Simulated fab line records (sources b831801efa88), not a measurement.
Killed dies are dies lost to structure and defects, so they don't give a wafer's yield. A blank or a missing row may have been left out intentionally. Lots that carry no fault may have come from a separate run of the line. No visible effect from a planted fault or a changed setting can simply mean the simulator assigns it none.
fab line records	flow sky130
record lots=5	wafers=15	last-day=49
route steps=708 shown NWELL@82 PWDE@84 VT_ADJUST_HVTP@85 VT_ADJUST_LVTN@97 VT_ADJUST_NCORE@119 PAD_OPEN@708
lots that met no fault: taken from a fault-free run of the same line
start-h: start of the lot's first displayed wafer, in hours after the record's first day	wait-h: how many hours have passed since the lot's step before this one	" identical to the entry in the row above	L1.1+2: one row covering several wafers at once	- either no value or no given start	* or withheld: withheld	< > ~ a bound
route shown NAME@n: a module of which the file shows steps, and the number in the route of the first	usual: mean and standard deviation over wafers with no fault	same: alike in all rows	chamber/n: place in a boat	sites: readings site by site	_std_site: the standard deviation of these	_edge_site: inner sites' mean taken away from outer sites' mean	radius-mm: for every site, how far away it sits from the centre of the wafer	mask NAME#n: copy n	behind: the tool/chamber that last shaped the wafer	hold: why the lot went on hold/how many hours it stayed there/how the hold came to an end	device: the n, p or np transistor that did not switch	end of line: tests of these same wafers at the route's end	a step with no rows: only its recipe	killed: dies lost to structure and defects at the first sort, not the wafer's yield	map: a wafer's dies, x killed, . not, _ none there
set.NAME: the setting as run; set.NAME@STEP: as run at that earlier step	model.NAME: the simulator's own value behind a step, which no gauge read
certain route steps with their lots: each step a table, each wafer a row
services: the hour from which a tool's chamber was out of use, counted from the record's first day as start-h (under 0 if before that day), plus the number of hours and why
## steps
# step SKY_NWELL_RS_MEAS_29
# recipe thk-meas-gauge=four-point-probe
# usual NWELL_RS=628.1/1.6
lot.wafer	tool	chamber	start-h	wait-h	NWELL_RS[ohm/sq]
L737.1	film-metro-04	-	101.21	0.1	628.1
L737.2	"	-	"	"	628.4
L737.6	"	-	"	"	629.0
L746.1	film-metro-02	-	153.83	0.1	630.1
L746.3	"	-	"	"	626.4
L746.5	"	-	"	"	627.6
L747.2	film-metro-04	-	164.14	0.1	629.1
L747.3	"	-	"	"	630.0
L747.4	"	-	"	"	632.3
L756.3	film-metro-02	-	219.05	0.1	629.6
L756.4	"	-	"	"	630.2
L756.6	"	-	"	"	630.1
L758.1	film-metro-02	-	230.46	0.1	630.5
L758.4	"	-	"	"	630.6
L758.6	"	-	"	"	631.2
# step SKY_NWELL_RS_MEAS_31
# recipe thk-meas-gauge=four-point-probe
# usual PWDE_RS=5359/16
lot.wafer	tool	chamber	start-h	wait-h	PWDE_RS[ohm/sq]
L737.1	film-metro-04	-	101.45	0.1	5355
L737.2	"	-	"	"	5356
L737.6	"	-	"	"	5381
L746.1	film-metro-02	-	154.07	0.1	5375
L746.3	"	-	"	"	5360
L746.5	"	-	"	"	5362
L747.2	film-metro-04	-	164.38	0.1	5341
L747.3	"	-	"	"	5376
L747.4	"	-	"	"	5377
L756.3	film-metro-02	-	219.29	0.1	5356
L756.4	"	-	"	"	5352
L756.6	"	-	"	"	5344
L758.1	film-metro-02	-	230.70	0.1	5334
L758.4	"	-	"	"	5340
L758.6	"	-	"	"	5349
# step SKY_VT_ADJUST_HVTP_DEHYDRATE_00
# recipe temp-c=200	time-s=60
# step SKY_VT_ADJUST_HVTP_HMDS_01
# recipe prime-time-s=60	prime-temp-c=120
# step SKY_VT_ADJUST_HVTP_COAT_02
# recipe resist=NOVOLAK	spin-rpm=3046	resist-thk-nm=1140
# step SKY_VT_ADJUST_HVTP_SOFTBAKE_03
# recipe temp-c=90	time-s=60	resist=NOVOLAK
# step SKY_VT_ADJUST_HVTP_EXPOSE_04
# recipe mask-id=HVTPM	na=0.6	source-shape=conventional	sigma-outer=0.6	polarization=unpolarized	target-cd-nm=380	dose-mj=140
# step SKY_VT_ADJUST_HVTP_PEB_05
# recipe temp-c=withheld	time-s=*	resist=NOVOLAK
# step SKY_VT_ADJUST_HVTP_DEVELOP_06
# recipe resist=NOVOLAK	developer=TMAH	develop-time-s=60	dev-temp-c=23
# step SKY_VT_ADJUST_HVTP_CD_MEAS_07
# recipe target-cd-nm=380
# usual cd-nm=380.1/2.4
lot.wafer	tool	chamber	start-h	wait-h	cd-nm
L737.1	cd-sem-02	-	119.53	0.1	379.3
L737.2	"	-	"	"	380.4
L737.6	"	-	"	"	379.9
L746.1	cd-sem-02	-	173.78	0.1	377.4
L746.3	"	-	"	"	379.4
L746.5	"	-	"	"	379.4
L747.2	cd-sem-02	-	184.84	0.1	379.4
L747.3	"	-	"	"	382.8
L747.4	"	-	"	"	381.6
L756.3	cd-sem-02	-	242.61	0.1	384.4
L756.4	"	-	"	"	381.6
L756.6	"	-	"	"	379.1
L758.1	cd-sem-02	-	252.78	0.1	382.7
L758.4	"	-	"	"	383.6
L758.6	"	-	"	"	381.1
# step SKY_VT_ADJUST_HVTP_OVL_MEAS_08
# usual VT_ADJUST_HVTP_OVL=-1.6/1.4
lot.wafer	tool	chamber	start-h	wait-h	VT_ADJUST_HVTP_OVL[nm]
L737.1	overlay-01	-	119.65	0.1	-0.5
L737.2	"	-	"	"	-1.5
L737.6	"	-	"	"	-1.0
L746.1	overlay-02	-	173.90	0.1	-3.8
L746.3	"	-	"	"	-2.0
L746.5	"	-	"	"	-3.8
L747.2	overlay-01	-	184.94	0.1	-3.9
L747.3	"	-	"	"	-1.3
L747.4	"	-	"	"	-1.7
L756.3	overlay-01	-	242.70	0.1	0.6
L756.4	"	-	"	"	1.5
L756.6	"	-	"	"	2.6
L758.1	overlay-01	-	252.90	0.1	-2.7
L758.4	"	-	"	"	-2.6
L758.6	"	-	"	"	-2.7
# step SKY_VT_ADJUST_HVTP_IMPLANT_09
# recipe species=As	energy-kev=150	dose-cm2=4.3e+12	tilt-deg=withheld
lot.wafer	tool	chamber	start-h	wait-h
L737.1+2+6	implanter-01	0	119.68	0.0
L746.1+3+5	implanter-02	0	173.93	0.0
L747.2+3+4	implanter-01	0	185.00	0.0
L756.3+4+6	implanter-02	0	242.77	0.1
L758.1+4+6	implanter-02	0	252.93	0.0
# step SKY_VT_ADJUST_HVTP_STRIP_10
# recipe chemistry=O2/N2	power-w=1400	pressure-mtorr=1500	platen-temp-c=withheld	o2-flow-sccm=3000	n2-flow-sccm=300	overash-fraction=0.5
# usual chamber-pressure-mTorr=1500.0/1.3	drypump-motor-current-A=5.9/0.64	oes-product-au=0.716/0.0045	strip-time-to-endpoint-s=14.08/0.039
lot.wafer	tool	chamber	start-h	wait-h	chamber-pressure-mTorr	drypump-motor-current-A	oes-product-au	rf-hours-counter-h	strip-time-to-endpoint-s
L737.1	plasma-asher-01	1	119.83	0.1	1502.5	5.0	0.720	31	14.05
L737.2	"	0	"	"	1501.2	5.4	0.721	31	14.07
L737.6	"	0	"	"	1496.9	5.4	0.707	-	14.03
L746.1	plasma-asher-04	1	174.08	0.1	1500.3	6.1	0.717	4	14.09
L746.3	"	0	"	"	1500.2	6.7	0.709	-	14.08
L746.5	"	1	"	"	1498.4	6.1	0.716	-	14.03
L747.2	plasma-asher-04	1	185.12	0.1	1499.0	6.1	0.723	5	14.09
L747.3	"	0	"	"	1498.9	6.7	0.713	-	14.09
L747.4	"	1	"	"	1499.4	6.1	0.715	-	14.04
L756.3	plasma-asher-01	1	242.90	0.1	1496.8	5.0	0.716	-	14.11
L756.4	"	0	"	"	1499.2	5.4	0.715	-	14.08
L756.6	"	1	"	"	1500.0	5.0	0.721	-	14.11
L758.1	plasma-asher-04	0	253.08	0.1	1501.2	6.7	0.723	11	14.12
L758.4	"	0	"	"	1498.6	6.7	0.714	-	14.12
L758.6	"	1	"	"	1500.8	6.1	0.706	-	14.14
# step SKY_VT_ADJUST_HVTP_TW_MEAS_11
# usual VT_ADJUST_HVTP_TW=1340/8.8
lot.wafer	tool	chamber	start-h	wait-h	VT_ADJUST_HVTP_TW
L737.1	film-metro-02	-	119.93	0.1	1338
L737.2	"	-	"	"	1339
L737.6	"	-	"	"	1339
L746.1	film-metro-01	-	174.18	0.1	1353
L746.3	"	-	"	"	1348
L746.5	"	-	"	"	1353
L747.2	film-metro-02	-	185.23	0.1	1316
L747.3	"	-	"	"	1320
L747.4	"	-	"	"	1327
L756.3	film-metro-01	-	242.99	0.1	1336
L756.4	"	-	"	"	1334
L756.6	"	-	"	"	1335
L758.1	film-metro-01	-	253.18	0.1	1339
L758.4	"	-	"	"	1337
L758.6	"	-	"	"	1337
# step SKY_VT_ADJUST_LVTN_DEHYDRATE_00
# recipe temp-c=200	time-s=60
# step SKY_VT_ADJUST_LVTN_HMDS_01
# recipe prime-time-s=60	prime-temp-c=120
# step SKY_VT_ADJUST_LVTN_COAT_02
# recipe spin-rpm=2000	resist-thk-nm=3000
# step SKY_VT_ADJUST_LVTN_SOFTBAKE_03
# recipe temp-c=110	time-s=withheld
# step SKY_VT_ADJUST_LVTN_EXPOSE_04
# recipe mask-id=NWM_COMPLEMENT_LESS_NATIVE	na=0.6	source-shape=conventional	sigma-outer=0.6	polarization=unpolarized	target-cd-nm=840	dose-mj=194
# step SKY_VT_ADJUST_LVTN_PEB_05
# recipe temp-c=115	time-s=withheld
# step SKY_VT_ADJUST_LVTN_DEVELOP_06
# recipe wall-angle-deg=90	developer=TMAH	develop-time-s=60	dev-temp-c=23
# step SKY_VT_ADJUST_LVTN_OVL_MEAS_07
# usual VT_ADJUST_LVTN_OVL=-0.7/1.3
lot.wafer	tool	chamber	start-h	wait-h	VT_ADJUST_LVTN_OVL[nm]
L737.1	overlay-01	-	138.73	-	-1.8
L737.2	"	-	"	"	-2.5
L737.6	"	-	"	"	-3.4
L746.1	overlay-02	-	194.91	-	0.2
L746.3	"	-	"	"	0.9
L746.5	"	-	"	"	-1.5
L747.2	overlay-02	-	206.96	-	-1.1
L747.3	"	-	"	"	-0.9
L747.4	"	-	"	"	-1.7
L756.3	overlay-01	-	265.69	-	-0.1
L756.4	"	-	"	"	0.3
L756.6	"	-	"	"	0.4
L758.1	overlay-02	-	276.56	-	-1.3
L758.4	"	-	"	"	-1.3
L758.6	"	-	"	"	-1.9
# step SKY_VT_ADJUST_LVTN_IMPLANT_08
# recipe species=B	energy-kev=30	dose-cm2=1.57e+12	tilt-deg=withheld
# step SKY_VT_ADJUST_LVTN_STRIP_09
# recipe chemistry=O2/N2	power-w=1400	pressure-mtorr=1500	platen-temp-c=withheld	o2-flow-sccm=3000	n2-flow-sccm=300	overash-fraction=0.5
# usual chamber-pressure-mTorr=1499.8/1.4	drypump-motor-current-A=5.6/0.59	oes-product-au=0.722/0.0046	strip-time-to-endpoint-s=36.89/0.091
lot.wafer	tool	chamber	start-h	wait-h	chamber-pressure-mTorr	drypump-motor-current-A	oes-product-au	rf-hours-counter-h	strip-time-to-endpoint-s
L737.1	plasma-asher-01	0	138.91	0.1	1501.1	5.4	0.715	33	37.02
L737.2	"	1	"	"	1498.7	5.0	0.719	33	36.88
L737.6	"	1	"	"	1500.1	5.0	0.721	-	36.84
L746.1	plasma-asher-03	1	195.09	0.1	1497.8	5.5	0.725	52	36.84
L746.3	"	0	"	"	1500.1	5.1	0.719	-	36.97
L746.5	"	0	"	"	1500.2	5.0	0.730	-	36.93
L747.2	plasma-asher-04	0	207.14	0.1	1502.8	6.6	0.726	7	37.05
L747.3	"	1	"	"	1500.1	6.1	0.716	-	36.97
L747.4	"	0	"	"	1499.7	6.7	0.718	-	36.92
L756.3	plasma-asher-04	1	265.90	0.1	1498.2	6.0	0.719	-	36.85
L756.4	"	0	"	"	1500.3	6.7	0.720	-	36.81
L756.6	"	1	"	"	1500.8	6.0	0.718	-	36.69
L758.1	plasma-asher-04	0	276.74	0.1	1499.8	6.6	0.714	14	36.81
L758.4	"	0	"	"	1497.9	6.6	0.717	-	36.90
L758.6	"	1	"	"	1497.5	6.1	0.720	-	36.82
# step SKY_VT_ADJUST_LVTN_TW_MEAS_10
# usual VT_ADJUST_LVTN_TW=239.4/1.4
lot.wafer	tool	chamber	start-h	wait-h	VT_ADJUST_LVTN_TW
L737.1	film-metro-02	-	139.01	0.1	240.5
L737.2	"	-	"	"	239.7
L737.6	"	-	"	"	238.7
L746.1	film-metro-04	-	195.19	0.1	240.2
L746.3	"	-	"	"	240.9
L746.5	"	-	"	"	239.8
L747.2	film-metro-02	-	207.25	0.1	238.8
L747.3	"	-	"	"	239.8
L747.4	"	-	"	"	237.7
L756.3	film-metro-01	-	265.98	0.1	238.8
L756.4	"	-	"	"	240.0
L756.6	"	-	"	"	240.7
L758.1	film-metro-02	-	276.84	0.1	237.4
L758.4	"	-	"	"	238.9
L758.6	"	-	"	"	237.6
# step SKY_VT_ADJUST_LVTN_DEHYDRATE_11
# recipe temp-c=200	time-s=60
# step SKY_VT_ADJUST_LVTN_HMDS_12
# recipe prime-time-s=60	prime-temp-c=120
# step SKY_VT_ADJUST_LVTN_COAT_13
# recipe resist=NOVOLAK	spin-rpm=3000	resist-thk-nm=1128
# step SKY_VT_ADJUST_LVTN_SOFTBAKE_14
# recipe temp-c=90	time-s=60	resist=NOVOLAK
# step SKY_VT_ADJUST_LVTN_EXPOSE_15
# recipe mask-id=HVN_STD_DERIVED	na=0.6	source-shape=conventional	sigma-outer=0.6	polarization=unpolarized	target-cd-nm=600	dose-mj=163
# step SKY_VT_ADJUST_LVTN_PEB_16
# recipe temp-c=withheld	time-s=*	resist=NOVOLAK
# step SKY_VT_ADJUST_LVTN_DEVELOP_17
# recipe resist=NOVOLAK	developer=TMAH	develop-time-s=60	dev-temp-c=23
# step SKY_VT_ADJUST_LVTN_OVL_MEAS_18
# usual VT_ADJUST_LVTN_01_OVL=-0.1/1.4
lot.wafer	tool	chamber	start-h	wait-h	VT_ADJUST_LVTN_01_OVL[nm]
L737.1	overlay-02	-	157.62	0.1	-3.5
L737.2	"	-	"	"	-2.0
L737.6	"	-	"	"	-1.3
L746.1	overlay-02	-	217.88	0.1	0.7
L746.3	"	-	"	"	0.2
L746.5	"	-	"	"	1.1
L747.2	overlay-01	-	230.76	0.1	-0.2
L747.3	"	-	"	"	1.1
L747.4	"	-	"	"	2.6
L756.3	overlay-01	-	290.92	0.1	0.3
L756.4	"	-	"	"	1.0
L756.6	"	-	"	"	-0.2
L758.1	overlay-01	-	303.36	0.1	0.0
L758.4	"	-	"	"	-0.4
L758.6	"	-	"	"	-2.4
# step SKY_VT_ADJUST_LVTN_IMPLANT_19
# recipe species=B	energy-kev=30	dose-cm2=6.5e+11	tilt-deg=withheld
# step SKY_VT_ADJUST_LVTN_STRIP_20
# recipe chemistry=O2/N2	power-w=1400	pressure-mtorr=1500	platen-temp-c=withheld	o2-flow-sccm=3000	n2-flow-sccm=300	overash-fraction=0.5
# usual chamber-pressure-mTorr=1500.0/1.3	drypump-motor-current-A=5.4/0.49	oes-product-au=0.716/0.0043	strip-time-to-endpoint-s=14.04/0.039
lot.wafer	tool	chamber	start-h	wait-h	chamber-pressure-mTorr	drypump-motor-current-A	oes-product-au	rf-hours-counter-h	strip-time-to-endpoint-s
L737.1	plasma-asher-03	0	157.80	0.1	1501.5	5.1	0.714	48	14.01
L737.2	"	1	"	"	1501.1	5.5	0.719	48	14.01
L737.6	"	1	"	"	1501.1	5.5	0.717	-	14.06
L746.1	plasma-asher-01	0	218.06	0.1	1501.1	5.4	0.719	41	14.07
L746.3	"	1	"	"	1500.2	5.0	0.715	-	14.02
L746.5	"	1	"	"	1499.6	5.0	0.713	-	14.08
L747.2	plasma-asher-04	1	230.94	0.1	1499.8	6.1	0.717	9	14.08
L747.3	"	1	"	"	1501.2	6.1	0.716	-	14.12
L747.4	"	0	"	"	1498.7	6.7	0.715	-	14.08
L756.3	plasma-asher-01	1	291.13	0.1	1498.2	5.0	0.715	-	13.96
L756.4	"	0	"	"	1499.9	5.4	0.718	-	13.98
L756.6	"	1	"	"	1500.2	5.0	0.718	-	13.96
L758.1	plasma-asher-01	0	303.54	0.1	1498.7	5.4	0.707	50	14.01
L758.4	"	1	"	"	1501.7	5.0	0.715	-	14.01
L758.6	"	0	"	"	1502.0	5.4	0.718	-	14.06
# step SKY_VT_ADJUST_LVTN_TW_MEAS_21
# usual VT_ADJUST_LVTN_2_TW=186.8/1.2
lot.wafer	tool	chamber	start-h	wait-h	VT_ADJUST_LVTN_2_TW
L737.1	film-metro-01	-	157.90	0.1	187.9
L737.2	"	-	"	"	186.6
L737.6	"	-	"	"	186.4
L746.1	film-metro-02	-	218.16	0.1	185.6
L746.3	"	-	"	"	186.0
L746.5	"	-	"	"	185.6
L747.2	film-metro-04	-	231.05	0.1	187.2
L747.3	"	-	"	"	188.9
L747.4	"	-	"	"	188.4
L756.3	film-metro-04	-	291.21	0.1	188.7
L756.4	"	-	"	"	188.3
L756.6	"	-	"	"	189.0
L758.1	film-metro-04	-	303.64	0.1	189.0
L758.4	"	-	"	"	189.2
L758.6	"	-	"	"	187.8
# step SKY_VT_ADJUST_NCORE_DEHYDRATE_00
# recipe temp-c=200	time-s=60
# step SKY_VT_ADJUST_NCORE_HMDS_01
# recipe prime-time-s=60	prime-temp-c=120
# step SKY_VT_ADJUST_NCORE_COAT_02
# recipe resist=NOVOLAK	spin-rpm=3000	resist-thk-nm=1140
# step SKY_VT_ADJUST_NCORE_SOFTBAKE_03
# recipe temp-c=90	time-s=60	resist=NOVOLAK
# step SKY_VT_ADJUST_NCORE_EXPOSE_04
# recipe mask-id=LVTN_COMPLEMENT_THIN	na=0.6	source-shape=conventional	sigma-outer=0.6	polarization=unpolarized	target-cd-nm=380	dose-mj=139
# step SKY_PAD_OPEN_PROBE_99
# usual killed_at_M0_to_M3=44/7.9	killed_at_M4_up=3.1/2	killed-at-contacts=23/4.9	killed-at-front-end=15/3.9	killed-at-other=0.2/0.49	killed-dies=86/10	killed-open=47/7.1	killed-short=39/7.1
# same gross-dies=492	killed-at-back-side=0
lot.wafer	tool	chamber	start-h	wait-h	killed_at_M0_to_M3	killed_at_M4_up	killed-at-contacts	killed-at-front-end	killed-at-other	killed-dies	killed-open	killed-short	model.etest.tip-p.rs-ohm-sq	model.etest.tip-p.rs-ohm-sq-range	model.etest.tip-p.rs-ohm-sq-rim-less-centre	model.etest.pfet_01v8.drive-ua-um	model.etest.pfet_01v8_mvt.drive-ua-um	model.etest.pfet_01v8.drive-ua-um-range	model.etest.pfet_01v8_mvt.off-log10-a-um	model.etest.pfet_01v8.off-log10-a-um
L737.1	prober-02	-	1071.58	0.1	56	6	19	16	0	97	55	42	6910	233.6	69.63	185.8	147	9.596	-11.06	-10.2
L737.2	prober-02	-	1071.63	0.1	45	4	22	18	0	89	51	38	6974	202.8	-71.42	186.9	149	9.943	-10.95	-10.01
L737.6	prober-02	-	1071.83	0.2	37	1	19	23	0	80	52	28	6965	224.8	-18.2	188.5	147.2	9.058	-11.18	-10.09
L746.1	prober-01	-	1133.82	0.1	47	3	22	16	0	88	53	34	6941	141.4	107.4	186.5	148.2	7.446	-11.09	-10.19
L746.3	prober-01	-	1133.92	0.2	39	2	22	17	0	80	46	30	6884	189.1	31.11	189.7	148.8	5.623	-10.98	-10.03
L746.5	prober-01	-	1134.02	0.2	54	5	26	10	0	95	55	40	6944	255	52.03	189.1	146.9	9.367	-11.25	-9.857
L747.2	prober-02	-	1142.66	0.1	53	2	22	21	0	98	53	45	6541	382.7	95.34	202.1	162.1	16.17	-9.517	-8.757
L747.3	prober-02	-	1142.71	0.2	43	2	33	15	2	95	50	44	6587	478.5	118.8	191	155.9	16.42	-9.578	-9.319
L747.4	prober-02	-	1142.76	0.2	34	4	25	17	0	80	38	42	6506	360.9	46.93	200.9	162.1	18.67	-9.495	-8.931
L756.3	prober-01	-	1180.29	0.2	49	5	20	9	1	84	52	32	6885	235.7	-3.223	187	147	7.639	-10.87	-10.05
L756.4	prober-01	-	1180.34	0.2	48	4	19	11	0	82	42	40	6884	282.4	115.4	189.8	148.6	7.152	-10.95	-9.796
L756.6	prober-01	-	1180.44	0.2	50	8	20	20	0	98	50	48	6876	190	169.3	192.1	150.2	8.172	-10.85	-9.6
L758.1	prober-01	-	1186.32	0.1	50	0	20	16	1	87	50	35	6914	210	61.9	193.6	149.2	8.013	-10.75	-9.554
L758.4	prober-01	-	1186.47	0.2	60	3	25	16	2	106	49	57	6930	198.5	2.913	187.7	148.6	9.521	-10.96	-10.09
L758.6	prober-01	-	1186.57	0.2	28	4	19	14	0	65	36	29	6908	141.2	13.13	186.7	147.9	7.348	-10.93	-10.12
# killed by level:class
L737.1 VIA1:geometric-particle:open=15 VIA3:geometric-particle:open=9 VIA2:geometric-particle:open=6 METAL2:geometric-particle:short=6 CONTACT:geometric-particle:short=5 FIELD_ISO:geometric-particle:short=4 LOCAL_INTERCONNECT:geometric-particle:short=4 METAL1:geometric-particle:short=4
L737.2 VIA2:geometric-particle:open=10 VIA1:geometric-particle:open=10 CONTACT:geometric-particle:open=6 VIA3:geometric-particle:open=6 FIELD_ISO:geometric-particle:short=5 POLY_GATE:geometric-particle:short=4 LI_CONTACT:geometric-particle:open=4 LOCAL_INTERCONNECT:geometric-particle:short=4
L737.6 FIELD_ISO:geometric-particle:open=13 CONTACT:geometric-particle:open=8 VIA1:geometric-particle:open=8 VIA3:geometric-particle:open=7 METAL1:geometric-particle:short=6 VIA2:geometric-particle:open=6 FIELD_ISO:geometric-particle:short=4 LI_CONTACT:geometric-particle:open=4
L746.1 VIA1:geometric-particle:open=19 CONTACT:geometric-particle:open=9 LI_CONTACT:geometric-particle:open=7 VIA1:geometric-particle:short=7 POLY_GATE:geometric-particle:open=6 VIA2:geometric-particle:open=6 FIELD_ISO:geometric-particle:short=5 METAL3:geometric-particle:short=4
L746.3 CONTACT:geometric-particle:open=11 VIA1:geometric-particle:open=10 VIA1:geometric-particle:short=6 LI_CONTACT:geometric-particle:open=5 VIA3:geometric-particle:open=4 METAL2:geometric-particle:short=4 POLY_GATE:area-etch=4 FIELD_ISO:geometric-particle:open=3
L746.5 VIA1:geometric-particle:open=20 METAL2:geometric-particle:short=10 CONTACT:geometric-particle:open=8 LI_CONTACT:geometric-particle:open=7 VIA2:geometric-particle:open=6 CONTACT:geometric-particle:short=5 METAL1:geometric-particle:short=5 POLY_GATE:geometric-particle:open=3
L747.2 VIA1:geometric-particle:open=10 VIA3:geometric-particle:open=8 LI_CONTACT:geometric-particle:open=7 METAL1:geometric-particle:short=7 VIA1:geometric-particle:short=7 METAL2:geometric-particle:short=7 FIELD_ISO:geometric-particle:open=6 VIA2:geometric-particle:open=6
L747.3 VIA1:geometric-particle:open=13 CONTACT:geometric-particle:open=12 CONTACT:geometric-particle:short=8 METAL2:geometric-particle:short=8 LI_CONTACT:geometric-particle:open=5 VIA3:geometric-particle:open=5 METAL1:geometric-particle:short=5 FIELD_ISO:geometric-particle:short=4
L747.4 CONTACT:geometric-particle:open=9 LI_CONTACT:geometric-particle:open=7 FIELD_ISO:geometric-particle:short=6 LI_CONTACT:geometric-particle:short=5 METAL2:geometric-particle:short=5 VIA2:geometric-particle:open=5 METAL1:geometric-particle:short=4 VIA3:geometric-particle:short=4
L756.3 VIA2:geometric-particle:open=10 VIA1:geometric-particle:open=9 VIA1:geometric-particle:short=8 VIA3:geometric-particle:open=8 LI_CONTACT:geometric-particle:open=7 CONTACT:geometric-particle:open=7 VIA3:geometric-particle:short=5 FIELD_ISO:geometric-particle:open=3
L756.4 VIA1:geometric-particle:open=12 VIA1:geometric-particle:short=9 VIA3:geometric-particle:open=6 CONTACT:geometric-particle:open=6 METAL2:geometric-particle:short=5 LI_CONTACT:geometric-particle:short=5 VIA2:geometric-particle:open=4 METAL4:geometric-particle:short=4
L756.6 VIA1:geometric-particle:open=16 FIELD_ISO:geometric-particle:short=9 CONTACT:geometric-particle:open=6 VIA1:geometric-particle:short=6 VIA3:geometric-particle:open=6 METAL3:geometric-particle:short=5 LOCAL_INTERCONNECT:geometric-particle:short=5 METAL2:geometric-particle:short=5
L758.1 VIA3:geometric-particle:open=10 VIA2:geometric-particle:open=8 VIA1:geometric-particle:open=7 VIA1:geometric-particle:short=7 METAL1:geometric-particle:short=6 LOCAL_INTERCONNECT:geometric-particle:short=5 CONTACT:geometric-particle:short=5 CONTACT:geometric-particle:open=4
L758.4 METAL1:geometric-particle:short=12 CONTACT:geometric-particle:open=10 VIA3:geometric-particle:open=9 VIA1:geometric-particle:open=8 POLY_GATE:geometric-particle:short=8 VIA1:geometric-particle:short=7 VIA2:geometric-particle:open=6 CONTACT:geometric-particle:short=5
L758.6 CONTACT:geometric-particle:open=8 VIA3:geometric-particle:open=7 FIELD_ISO:geometric-particle:short=5 POLY_GATE:geometric-particle:open=4 LI_CONTACT:geometric-particle:open=4 LI_CONTACT:geometric-particle:short=4 METAL1:geometric-particle:short=4 VIA1:geometric-particle:open=4
## services
tool	chamber	start-h	hours	kind
plasma-asher-04	-	96.85	21.6	repair
plasma-asher-04	-	118.45	9.0	pm
plasma-asher-04	0	118.45	9.0	vent-cycle
plasma-asher-04	1	118.45	9.0	vent-cycle
plasma-asher-04	0	127.45	-	clean
plasma-asher-04	1	127.45	-	clean
implanter-01	-	133.62	1.6	repair
implanter-01	-	147.70	1.8	repair
plasma-asher-03	-	168.11	0.9	repair
implanter-02	-	169.92	1.7	repair
plasma-asher-04	-	177.69	2.6	repair
implanter-01	-	194.71	5.2	repair
implanter-01	-	195.79	10.5	repair
implanter-01	-	222.67	6.6	repair
implanter-02	-	253.59	0.7	repair
plasma-asher-03	-	284.00	3.3	repair
implanter-01	-	291.57	3.8	pm
implanter-02	-	296.85	6.0	repair
## key
first-sign step=SKY_VT_ADJUST_HVTP_TW_MEAS_11	reading=VT_ADJUST_HVTP_TW	direction=down	sigmas=2.2	usual=1340	struck=1321
effect none on later readings
model-effect step=SKY_PAD_OPEN_PROBE_99	value=etest.tip-p.rs-ohm-sq	without=6777	struck=6545
met-at SKY_VT_ADJUST_HVTP_IMPLANT_09
struck-wafers L747.2,L747.3,L747.4
tester-left-out L747
onset-between 119.68 185.00
also-fits SKY_VT_ADJUST_LVTN_STRIP_20:plasma-asher-04
fault kind=process-parameter-drift	tool=implanter-01	chamber=-	onset-h=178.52	steps=SKY_VT_ADJUST_HVTP_IMPLANT_09	channel=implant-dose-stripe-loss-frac	offset=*	shape=step	end-h=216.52
# tester-left-out: of these lots the tester's yield and bins aren't shown, on N5 and GAA mostly nor the transistor test; their killed dies are dies lost to structure and defects alone, not to doping, threshold or leakage, so they don't give the yield
